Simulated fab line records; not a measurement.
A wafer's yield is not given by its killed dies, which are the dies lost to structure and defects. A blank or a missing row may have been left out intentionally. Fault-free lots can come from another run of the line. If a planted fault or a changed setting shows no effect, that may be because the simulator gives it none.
fab line records + flow gf180mcu
record:
- lots: 7
- wafers: 21
- last_day: 34
route steps=602 shown V5@554
lots that met no fault: from a run of the same line without faults
start_h: the number of hours between the record's first day and the start of the first shown wafer of the lot + wait_h: hours from the lot's prior step to this one + " unchanged from the row above + L1.1+2: a single row standing in for several wafers + - no value, or no start given + * or withheld: withheld + < > ~ a bound
route shown NAME@n: names a module that has steps shown in the file, with the first one's number in the route + usual: the fault-free wafers' mean and standard deviation + same: alike in all rows + chamber/n: place in a boat + sites: per-site readings + _std_site: the standard deviation of these + _edge_site: the outer-site mean with the inner-site mean subtracted + radius_mm: how far each site lies from the wafer's centre + mask NAME#n: copy n + behind: the last tool/chamber to shape the wafer + hold: the reason the lot was held/the length of the hold in hours/how it ended + device: the n, p or np transistor that did not switch + end of line: the same wafers' tests at the end of the route + a step with no rows: only its recipe + killed: at the first sort, the dies lost to defects and structure; wafer yield is something else + map: a wafer's dies, marking killed ones x, the rest . and places with no die _
set.NAME: setting as actually run; set.NAME@STEP: the setting as run at that earlier step + model.NAME: the simulator's own value behind a step, which no gauge read
lots at selected steps of the route; one table per step, one row per wafer
services: when a tool's chamber went out of use (start_h, in hours from the record's first day, below 0 if earlier), for how many hours, and the reason
== steps ==
step: GF_V5_CD_MEAS_14
recipe:
- target_cd_nm: 260
usual:
- cd_nm: 260.1/1.3
| lot.wafer | tool      | chamber | start_h | wait_h | cd_nm |
|-----------|-----------|---------|---------|--------|-------|
| L748.1    | cd_sem-01 | -       | 671.64  | 0.1    | 261.9 |
| L748.2    | "         | -       | "       | "      | 261.2 |
| L748.4    | "         | -       | "       | "      | 261.7 |
| L751.1    | cd_sem-01 | -       | 710.12  | 0.1    | 261.2 |
| L751.3    | "         | -       | "       | "      | 260.9 |
| L751.6    | "         | -       | "       | "      | 259.5 |
| L753.1    | cd_sem-02 | -       | 710.47  | 0.1    | 259.4 |
| L753.2    | "         | -       | "       | "      | 258.8 |
| L753.3    | "         | -       | "       | "      | 258.6 |
| L752.1    | cd_sem-02 | -       | 716.44  | 0.1    | 259.8 |
| L752.3    | "         | -       | "       | "      | 259.1 |
| L752.4    | "         | -       | "       | "      | 261.0 |
| L755.1    | cd_sem-02 | -       | 726.70  | 0.1    | 259.8 |
| L755.3    | "         | -       | "       | "      | 259.9 |
| L755.5    | "         | -       | "       | "      | 259.3 |
| L757.1    | cd_sem-02 | -       | 736.75  | 0.3    | 257.7 |
| L757.2    | "         | -       | "       | "      | 258.1 |
| L757.5    | "         | -       | "       | "      | 257.1 |
| L765.1    | cd_sem-02 | -       | 794.61  | 0.1    | 258.9 |
| L765.2    | "         | -       | "       | "      | 259.9 |
| L765.6    | "         | -       | "       | "      | 260.0 |
step: GF_V5_OVL_MEAS_15
usual:
- V5_OVL: -2/5.3
| lot.wafer | tool       | chamber | start_h | wait_h | V5_OVL[nm] |
|-----------|------------|---------|---------|--------|------------|
| L748.1    | overlay-02 | -       | 671.76  | 0.1    | -5         |
| L748.2    | "          | -       | "       | "      | -13        |
| L748.4    | "          | -       | "       | "      | -5         |
| L751.1    | overlay-02 | -       | 710.24  | 0.1    | -6         |
| L751.3    | "          | -       | "       | "      | 3          |
| L751.6    | "          | -       | "       | "      | -4         |
| L753.1    | overlay-01 | -       | 710.59  | 0.1    | -4         |
| L753.2    | "          | -       | "       | "      | -8         |
| L753.3    | "          | -       | "       | "      | -1         |
| L752.1    | overlay-01 | -       | 716.56  | 0.1    | -3         |
| L752.3    | "          | -       | "       | "      | -8         |
| L752.4    | "          | -       | "       | "      | -15        |
| L755.1    | overlay-02 | -       | 738.50  | 11.8   | 4          |
| L755.3    | "          | -       | "       | "      | 9          |
| L755.5    | "          | -       | "       | "      | 6          |
| L757.1    | overlay-02 | -       | 740.23  | 3.5    | -5         |
| L757.2    | "          | -       | "       | "      | -2         |
| L757.5    | "          | -       | "       | "      | -9         |
| L765.1    | overlay-01 | -       | 794.73  | 0.1    | -8         |
| L765.2    | "          | -       | "       | "      | -5         |
| L765.6    | "          | -       | "       | "      | 0          |
step: GF_V5_ETCH_16
recipe:
- chemistry: N2/H2
- target_depth_a: withheld
- overetch_a: withheld
- time_s: withheld
- target: BARC
- ion_energy_ev: 200
- source_w: 500
- bias_w: 100
- pressure_mtorr: 30
- n2_flow_sccm: 100
- h2_flow_sccm: 200
usual:
- drypump_motor_current_A: 5.8/0.58
- oes_product_au: 0.855/0.0046
- rf_fwd_power_W: 495.4/1.7
- throttle_valve_pct: 13.224/0.0092
| lot.wafer | tool        | chamber | start_h | wait_h | drypump_motor_current_A | oes_product_au | rf_fwd_power_W | throttle_valve_pct |
|-----------|-------------|---------|---------|--------|-------------------------|----------------|----------------|--------------------|
| L748.1    | rie_diel-03 | 3       | 671.79  | 0.0    | 6.6                     | 0.856          | 495.5          | 13.227             |
| L748.2    | "           | 2       | "       | "      | 5.1                     | 0.856          | 495.6          | 13.229             |
| L748.4    | "           | 0       | "       | "      | 5.1                     | 0.860          | 495.4          | 13.217             |
| L751.1    | rie_diel-01 | 0       | 710.28  | 0.0    | 6.0                     | 0.857          | 495.5          | 13.226             |
| L751.3    | "           | 1       | "       | "      | 5.8                     | 0.855          | 490.9          | 13.213             |
| L751.6    | "           | 2       | "       | "      | 6.6                     | 0.852          | 497.6          | 13.218             |
| L753.1    | rie_diel-03 | 3       | 710.63  | 0.0    | 6.7                     | 0.853          | 493.4          | 13.236             |
| L753.2    | "           | 0       | "       | "      | 5.1                     | 0.856          | 494.1          | 13.206             |
| L753.3    | "           | 2       | "       | "      | 5.1                     | 0.849          | 496.8          | 13.224             |
| L752.1    | rie_diel-03 | 0       | 716.59  | 0.0    | 5.1                     | 0.850          | 495.4          | 13.218             |
| L752.3    | "           | 1       | "       | "      | 5.1                     | 0.860          | 495.1          | 13.227             |
| L752.4    | "           | 3       | "       | "      | 6.6                     | 0.847          | 496.4          | 13.229             |
| L755.1    | rie_diel-03 | 2       | 738.54  | 0.0    | 5.1                     | 0.856          | 496.3          | 13.222             |
| L755.3    | "           | 3       | "       | "      | 6.6                     | 0.856          | 494.7          | 13.232             |
| L755.5    | "           | 2       | "       | "      | 5.1                     | 0.857          | 495.3          | 13.230             |
| L757.1    | rie_diel-01 | 3       | 740.27  | 0.0    | 5.4                     | 0.853          | 496.6          | 13.214             |
| L757.2    | "           | 1       | "       | "      | 5.8                     | 0.856          | 492.5          | 13.239             |
| L757.5    | "           | 3       | "       | "      | 5.4                     | 0.859          | 497.2          | 13.229             |
| L765.1    | rie_diel-02 | 2       | 794.77  | 0.0    | 5.9                     | 0.858          | 495.8          | 13.222             |
| L765.2    | "           | 1       | "       | "      | 6.4                     | 0.848          | 496.4          | 13.234             |
| L765.6    | "           | 0       | "       | "      | 6.2                     | 0.853          | 494.6          | 13.221             |
step: GF_V5_ETCH_17
recipe:
- chemistry: C4F8/O2/Ar
- mask_material: KrF
- target: SiO2
- stop_on: TiN
- source_w: 1500
- bias_w: 1200
- pressure_mtorr: 40
- c4f8_flow_sccm: withheld
- O2_flow_sccm: 6
- Ar_flow_sccm: 300
- time_s: withheld
- target_depth_a: 8550
usual:
- oes_product_au: 0.865/0.0044
- rf_fwd_power_W: 1496/4.6
| lot.wafer | tool        | chamber | start_h | wait_h | oes_product_au | rf_fwd_power_W |
|-----------|-------------|---------|---------|--------|----------------|----------------|
| L748.1    | rie_diel-03 | 3       | -       | -      | 0.860          | 1500           |
| L748.2    | "           | 2       | "       | "      | 0.864          | 1491           |
| L748.4    | "           | 0       | "       | "      | 0.863          | 1494           |
| L751.1    | rie_diel-01 | 0       | -       | -      | 0.863          | 1493           |
| L751.3    | "           | 1       | "       | "      | 0.867          | 1490           |
| L751.6    | "           | 2       | "       | "      | 0.862          | 1496           |
| L753.1    | rie_diel-03 | 3       | -       | -      | 0.861          | 1488           |
| L753.2    | "           | 0       | "       | "      | 0.865          | 1494           |
| L753.3    | "           | 2       | "       | "      | 0.862          | 1495           |
| L752.1    | rie_diel-03 | 0       | -       | -      | 0.867          | 1494           |
| L752.3    | "           | 1       | "       | "      | 0.865          | 1491           |
| L752.4    | "           | 3       | "       | "      | 0.866          | 1499           |
| L755.1    | rie_diel-03 | 2       | -       | -      | 0.864          | 1486           |
| L755.3    | "           | 3       | "       | "      | 0.868          | 1493           |
| L755.5    | "           | 2       | "       | "      | 0.869          | 1496           |
| L757.1    | rie_diel-01 | 3       | -       | -      | 0.863          | 1499           |
| L757.2    | "           | 1       | "       | "      | 0.863          | 1491           |
| L757.5    | "           | 3       | "       | "      | 0.867          | 1500           |
| L765.1    | rie_diel-02 | 2       | -       | -      | 0.859          | 1495           |
| L765.2    | "           | 1       | "       | "      | 0.863          | 1488           |
| L765.6    | "           | 0       | "       | "      | 0.867          | 1499           |
step: GF_V5_STRIP_18
recipe:
- chemistry: O2/N2
- power_w: 1400
- pressure_mtorr: 1500
- platen_temp_c: 250
- o2_flow_sccm: 3000
- n2_flow_sccm: 300
- overash_fraction: 0.5
usual:
- drypump_motor_current_A: 6.0/0.52
- heater_power_w: 326/23
- oes_product_au: 0.569/0.0053
- platen_temp_c: 250.01/0.17
| lot.wafer | tool            | chamber | start_h | wait_h | drypump_motor_current_A | heater_power_w | oes_product_au | platen_temp_c | rf_hours_counter_h |
|-----------|-----------------|---------|---------|--------|-------------------------|----------------|----------------|---------------|--------------------|
| L748.1    | plasma_asher-03 | 1       | 671.95  | -      | 6.7                     | 354            | 0.578          | 249.68        | 90                 |
| L748.2    | "               | 0       | "       | "      | 5.7                     | 311            | 0.575          | 249.90        | 90                 |
| L748.4    | "               | 1       | "       | "      | 6.8                     | 367            | 0.568          | 250.09        | -                  |
| L751.1    | plasma_asher-01 | 0       | 710.43  | -      | 5.8                     | 312            | 0.564          | 249.99        | 27                 |
| L751.3    | "               | 0       | "       | "      | 5.7                     | 315            | 0.566          | 250.12        | -                  |
| L751.6    | "               | 1       | "       | "      | 5.3                     | 354            | 0.565          | 249.95        | -                  |
| L753.1    | plasma_asher-02 | 1       | 710.78  | -      | 6.5                     | 292            | 0.571          | 249.91        | 109                |
| L753.2    | "               | 0       | "       | "      | 5.7                     | 317            | 0.559          | 250.12        | 109                |
| L753.3    | "               | 0       | "       | "      | 5.7                     | 309            | 0.570          | 250.00        | -                  |
| L752.1    | plasma_asher-01 | 1       | 716.75  | -      | 5.3                     | 339            | 0.570          | 250.16        | 28                 |
| L752.3    | "               | 1       | "       | "      | 5.3                     | 348            | 0.565          | 250.05        | -                  |
| L752.4    | "               | 0       | "       | "      | 5.8                     | 304            | 0.572          | 249.80        | -                  |
| L755.1    | plasma_asher-03 | 1       | 738.70  | -      | 6.8                     | 351            | 0.554          | 250.15        | 96                 |
| L755.3    | "               | 1       | "       | "      | 6.8                     | 361            | 0.575          | 249.90        | -                  |
| L755.5    | "               | 0       | "       | "      | 5.8                     | 310            | 0.566          | 249.85        | -                  |
| L757.1    | plasma_asher-01 | 0       | 740.42  | -      | 5.7                     | 309            | 0.565          | 250.01        | 31                 |
| L757.2    | "               | 1       | "       | "      | 5.3                     | 341            | 0.572          | 250.10        | 31                 |
| L757.5    | "               | 1       | "       | "      | 5.3                     | 357            | 0.568          | 250.00        | -                  |
| L765.1    | plasma_asher-03 | 1       | 794.92  | -      | 6.8                     | 354            | 0.563          | 250.04        | 104                |
| L765.2    | "               | 0       | "       | "      | 5.8                     | 309            | 0.566          | 250.07        | 104                |
| L765.6    | "               | 0       | "       | "      | 5.8                     | 313            | 0.567          | 249.83        | -                  |
step: GF_V5_STRIP_19
recipe:
- chemistry: post_etch_residue_remover
- time_s: 1200
- temp_c: 72.5
step: GF_V5_CLEAN_20
recipe:
- chemistry: DIW
- dry: n2_spin
step: GF_V5_SPUTTER_21
recipe:
- material: Ti
- target_thk_nm: 15
- chamber_pressure_pa: 5
- power_w: 2500
- substrate_temp_c: 200
- time_s: 80.02
usual:
- throttle_valve_pct: 30.5/1.3
| lot.wafer | tool           | chamber | start_h | wait_h | throttle_valve_pct |
|-----------|----------------|---------|---------|--------|--------------------|
| L748.1    | pvd_sputter-04 | -       | 672.48  | 0.0    | 30.3               |
| L748.2    | "              | -       | "       | "      | 30.9               |
| L748.4    | "              | -       | "       | "      | 29.3               |
| L751.1    | pvd_sputter-02 | -       | 711.00  | 0.0    | 31.4               |
| L751.3    | "              | -       | "       | "      | 27.5               |
| L751.6    | "              | -       | "       | "      | 31.5               |
| L753.1    | pvd_sputter-01 | -       | 711.32  | 0.0    | 31.4               |
| L753.2    | "              | -       | "       | "      | 29.7               |
| L753.3    | "              | -       | "       | "      | 31.0               |
| L752.1    | pvd_sputter-01 | -       | 717.29  | 0.0    | 29.5               |
| L752.3    | "              | -       | "       | "      | 31.3               |
| L752.4    | "              | -       | "       | "      | 31.1               |
| L755.1    | pvd_sputter-02 | -       | 739.63  | 0.0    | 29.9               |
| L755.3    | "              | -       | "       | "      | 31.7               |
| L755.5    | "              | -       | "       | "      | 31.5               |
| L757.1    | pvd_sputter-04 | -       | 742.22  | 0.0    | 29.3               |
| L757.2    | "              | -       | "       | "      | 32.0               |
| L757.5    | "              | -       | "       | "      | 29.3               |
| L765.1    | pvd_sputter-02 | -       | 795.46  | 0.0    | 31.5               |
| L765.2    | "              | -       | "       | "      | 31.6               |
| L765.6    | "              | -       | "       | "      | 27.4               |
step: GF_V5_SPUTTER_22
recipe:
- material: TiN
- target_thk_nm: 10
- chamber_pressure_pa: 5
- power_w: 4000
- time_s: 40
usual:
- throttle_valve_pct: 30.5/1.3
| lot.wafer | tool           | chamber | start_h | wait_h | throttle_valve_pct |
|-----------|----------------|---------|---------|--------|--------------------|
| L748.1    | pvd_sputter-04 | -       | 672.54  | 0.0    | 30.2               |
| L748.2    | "              | -       | "       | "      | 31.1               |
| L748.4    | "              | -       | "       | "      | 29.2               |
| L751.1    | pvd_sputter-02 | -       | 711.06  | 0.0    | 31.3               |
| L751.3    | "              | -       | "       | "      | 27.4               |
| L751.6    | "              | -       | "       | "      | 31.8               |
| L753.1    | pvd_sputter-01 | -       | 711.38  | 0.0    | 31.5               |
| L753.2    | "              | -       | "       | "      | 29.8               |
| L753.3    | "              | -       | "       | "      | 30.9               |
| L752.1    | pvd_sputter-01 | -       | 717.35  | 0.0    | 29.8               |
| L752.3    | "              | -       | "       | "      | 31.6               |
| L752.4    | "              | -       | "       | "      | 31.1               |
| L755.1    | pvd_sputter-02 | -       | 739.69  | 0.0    | 30.0               |
| L755.3    | "              | -       | "       | "      | 31.8               |
| L755.5    | "              | -       | "       | "      | 31.6               |
| L757.1    | pvd_sputter-04 | -       | 742.28  | 0.0    | 29.3               |
| L757.2    | "              | -       | "       | "      | 31.8               |
| L757.5    | "              | -       | "       | "      | 29.4               |
| L765.1    | pvd_sputter-02 | -       | 795.52  | 0.0    | 31.5               |
| L765.2    | "              | -       | "       | "      | 31.7               |
| L765.6    | "              | -       | "       | "      | 27.1               |
step: GF_V5_CVD_23
recipe:
- material: W
- target_thk_nm: 350
- time_s: 104.9
- temp_c: 400
- pressure_torr: 40
step: GF_V5_RS_MEAS_24
recipe:
- thk_meas_gauge: four-point-probe
- reads: W_of_V5_CVD_23+TiN_of_V5_SPUTTER_22+Ti_of_V5_SPUTTER_21
usual:
- V5_W_RS: 0.327/0.0037
| lot.wafer | tool          | chamber | start_h | wait_h | V5_W_RS[ohm/sq] |
|-----------|---------------|---------|---------|--------|-----------------|
| L748.1    | film_metro-01 | -       | 672.69  | 0.1    | 0.332           |
| L748.2    | "             | -       | "       | "      | 0.320           |
| L748.4    | "             | -       | "       | "      | 0.331           |
| L751.1    | film_metro-04 | -       | 711.22  | 0.1    | 0.328           |
| L751.3    | "             | -       | "       | "      | 0.327           |
| L751.6    | "             | -       | "       | "      | 0.329           |
| L753.1    | film_metro-02 | -       | 711.53  | 0.1    | 0.327           |
| L753.2    | "             | -       | "       | "      | 0.331           |
| L753.3    | "             | -       | "       | "      | 0.329           |
| L752.1    | film_metro-01 | -       | 717.50  | 0.1    | 0.324           |
| L752.3    | "             | -       | "       | "      | 0.328           |
| L752.4    | "             | -       | "       | "      | 0.325           |
| L755.1    | film_metro-02 | -       | 739.86  | 0.1    | 0.327           |
| L755.3    | "             | -       | "       | "      | 0.329           |
| L755.5    | "             | -       | "       | "      | 0.329           |
| L757.1    | film_metro-01 | -       | 743.11  | 0.7    | 0.333           |
| L757.2    | "             | -       | "       | "      | 0.329           |
| L757.5    | "             | -       | "       | "      | 0.333           |
| L765.1    | film_metro-01 | -       | 795.68  | 0.1    | 0.324           |
| L765.2    | "             | -       | "       | "      | 0.327           |
| L765.6    | "             | -       | "       | "      | 0.332           |
step: GF_V5_THK_MEAS_25
recipe:
- thk_meas_gauge: xrf
- reads: W_of_V5_CVD_23
usual:
- V5_W_THK: 351/4.7
| lot.wafer | tool          | chamber | start_h | wait_h | V5_W_THK[nm] |
|-----------|---------------|---------|---------|--------|--------------|
| L748.1    | film_metro-01 | -       | 672.81  | 0.1    | 348          |
| L748.2    | "             | -       | "       | "      | 358          |
| L748.4    | "             | -       | "       | "      | 348          |
| L751.1    | film_metro-04 | -       | 711.34  | 0.1    | 350          |
| L751.3    | "             | -       | "       | "      | 354          |
| L751.6    | "             | -       | "       | "      | 350          |
| L753.1    | film_metro-02 | -       | 711.65  | 0.1    | 352          |
| L753.2    | "             | -       | "       | "      | 347          |
| L753.3    | "             | -       | "       | "      | 349          |
| L752.1    | film_metro-01 | -       | 717.62  | 0.1    | 356          |
| L752.3    | "             | -       | "       | "      | 353          |
| L752.4    | "             | -       | "       | "      | 354          |
| L755.1    | film_metro-02 | -       | 739.98  | 0.1    | 355          |
| L755.3    | "             | -       | "       | "      | 348          |
| L755.5    | "             | -       | "       | "      | 352          |
| L757.1    | film_metro-01 | -       | 743.23  | 0.1    | 343          |
| L757.2    | "             | -       | "       | "      | 349          |
| L757.5    | "             | -       | "       | "      | 343          |
| L765.1    | film_metro-01 | -       | 795.80  | 0.1    | 349          |
| L765.2    | "             | -       | "       | "      | 350          |
| L765.6    | "             | -       | "       | "      | 344          |
step: GF_V5_CMP_26
recipe:
- stop_on: SiO2
- down_force_psi: 3.5
- platen_rpm: 60
- t_overpolish_s: 15
- target_thk_nm: 0
- pad_velocity_m_s: 0.94248
usual:
- edge_zone_pressure_frac: 0.999/0.0047
- head_pressure_psi: 3.499/0.0082
- motor_current_A: 11.1/0.89
- overpolish_run_s: 15.000/0.0094
- time_to_endpoint_s: 84/3
| lot.wafer | tool   | chamber | start_h | wait_h | edge_zone_pressure_frac | head_pressure_psi | motor_current_A | overpolish_run_s | time_to_endpoint_s | model.W_of_V5_CVD_23.thk_nm |
|-----------|--------|---------|---------|--------|-------------------------|-------------------|-----------------|------------------|--------------------|-----------------------------|
| L748.2    | cmp-01 | 1       | 672.92  | 0.1    | 0.999                   | 3.504             | 10.4            | 15.005           | 87                 | 0                           |
| L748.4    | "      | 2       | "       | "      | 1.000                   | 3.493             | 11.1            | 15.003           | 80                 | 0                           |
| L748.1    | "      | 3       | "       | "      | 1.000                   | 3.494             | 9.8             | 15.006           | 83                 | 0                           |
| L751.3    | cmp-02 | 1       | 711.40  | 0.0    | 0.996                   | 3.492             | 10.9            | 14.998           | 88                 | 0                           |
| L751.1    | "      | 2       | "       | "      | 0.997                   | 3.506             | 11.0            | 15.032           | 83                 | 0                           |
| L751.6    | "      | 2       | "       | "      | 1.002                   | 3.502             | 11.8            | 14.982           | 81                 | 0                           |
| L753.2    | cmp-01 | 0       | 711.71  | 0.0    | -                       | -                 | -               | -                | -                  | 345.7                       |
| L753.3    | "      | 2       | "       | "      | -                       | -                 | -               | -                | -                  | 348                         |
| L753.1    | "      | 3       | "       | "      | -                       | -                 | -               | -                | -                  | 350.4                       |
| L752.3    | cmp-01 | 3       | 717.73  | 0.1    | -                       | -                 | -               | -                | -                  | 349.6                       |
| L752.1    | "      | 0       | "       | "      | -                       | -                 | -               | -                | -                  | 352.7                       |
| L752.4    | "      | 1       | "       | "      | -                       | -                 | -               | -                | -                  | 351.6                       |
| L755.3    | cmp-02 | 3       | 740.21  | 0.2    | -                       | -                 | -               | -                | -                  | 348.5                       |
| L755.1    | "      | 0       | "       | "      | -                       | -                 | -               | -                | -                  | 350.5                       |
| L755.5    | "      | 0       | "       | "      | -                       | -                 | -               | -                | -                  | 348.5                       |
| L757.1    | cmp-01 | 2       | 743.51  | 0.3    | 0.993                   | 3.509             | 11.7            | 14.995           | 84                 | 0                           |
| L757.2    | "      | 3       | "       | "      | 1.000                   | 3.497             | 9.8             | 14.999           | 82                 | 0                           |
| L757.5    | "      | 1       | "       | "      | 0.996                   | 3.496             | 10.2            | 15.003           | 80                 | 0                           |
| L765.1    | cmp-01 | 2       | 795.91  | 0.1    | 0.996                   | 3.513             | 10.9            | 15.000           | 90                 | 0                           |
| L765.2    | "      | 0       | "       | "      | 1.001                   | 3.503             | 11.9            | 14.993           | 85                 | 0                           |
| L765.6    | "      | 1       | "       | "      | 1.001                   | 3.501             | 10.8            | 15.010           | 88                 | 0                           |
== services ==
| tool            | chamber | start_h | hours | kind                   |
|-----------------|---------|---------|-------|------------------------|
| rie_diel-03     | -       | 650.84  | 2.8   | pm                     |
| cmp-02          | -       | 659.28  | 11.0  | repair                 |
| cmp-02          | -       | 659.65  | 1.3   | repair                 |
| pvd_sputter-02  | -       | 667.29  | 0.6   | repair                 |
| pvd_sputter-02  | 3       | 677.22  | -     | consumable_replace:kit |
| pvd_sputter-02  | 3       | 677.22  | 18.0  | scheduled_down         |
| pvd_sputter-02  | 3       | 677.22  | 18.0  | vent_cycle             |
| cmp-02          | -       | 697.31  | 1.0   | repair                 |
| rie_diel-01     | 1       | 705.60  | 2.9   | repair                 |
| cmp-01          | -       | 710.37  | 1.0   | repair                 |
| rie_diel-02     | 1       | 714.00  | 8.0   | repair                 |
| rie_diel-01     | 1       | 717.05  | 6.2   | repair                 |
| cmp-02          | -       | 728.00  | 0.9   | repair                 |
| plasma_asher-01 | -       | 731.62  | 1.2   | repair                 |
| plasma_asher-02 | -       | 733.75  | 9.0   | pm                     |
| rie_diel-01     | 1       | 735.02  | 3.3   | repair                 |
| cmp-02          | -       | 744.19  | 4.0   | pm                     |
| cmp-01          | -       | 748.21  | 4.2   | pm                     |
| plasma_asher-02 | -       | 748.30  | 5.5   | repair                 |
| plasma_asher-01 | -       | 750.88  | 1.0   | repair                 |
| pvd_sputter-04  | -       | 766.40  | 8.5   | repair                 |
| cmp-02          | -       | 778.47  | 7.0   | pm                     |
| plasma_asher-02 | -       | 784.61  | 2.8   | pm                     |
| plasma_asher-02 | -       | 795.51  | 0.5   | repair                 |
== key ==
first_sign:
- step: GF_V5_CMP_26
- reading: tool_record
- direction: missing
effect none on later readings
model_effect:
- step: GF_V5_CMP_26
- value: W_of_V5_CVD_23.thk_nm
- without: 0
- struck: 349.5
met_at GF_V5_CMP_26
struck_wafers L752.1,L752.3,L752.4,L753.1,L753.2,L753.3,L755.1,L755.3,L755.5
later_rows_left_out L752.1,L752.3,L752.4,L753.1,L753.2,L753.3,L755.1,L755.3,L755.5
sort_left_out L752.1,L752.3,L752.4,L753.1,L753.2,L753.3,L755.1,L755.3,L755.5
tester_left_out L752,L753,L755
onset_between 711.40 711.71
earlier_fault:
- kind: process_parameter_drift
- tool: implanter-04
- chamber: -
- onset_h: 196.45
- steps: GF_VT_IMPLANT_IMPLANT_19
- channel: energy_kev
- offset: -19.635
- shape: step
- end_h: 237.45
- acts_in: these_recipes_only
- stated: 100
earlier_fault:
- kind: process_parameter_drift
- tool: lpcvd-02
- chamber: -
- onset_h: 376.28
- steps: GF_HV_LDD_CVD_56
- channel: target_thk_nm
- offset: 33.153
- shape: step
- end_h: 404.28
- acts_in: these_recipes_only
- stated: 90
fault:
- kind: skipped_step_whole
- tool: cmp-01,cmp-02
- chamber: -
- onset_h: 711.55
- steps: GF_V5_CMP_26
- scope: struck_lots_only
tester_left_out: of these lots the tester's yield and bins aren't shown, on N5 and GAA mostly nor the transistor test; their killed dies are dies lost to structure and defects alone, not to doping, threshold or leakage, so they don't give the yield
sort_left_out: the simulated sort isn't trusted on such a fault, so these wafers' sort isn't shown, and their yield isn't known
later_rows_left_out: the simulator's readings of these wafers behind a module that went badly wrong aren't trusted and aren't shown, but for the sort
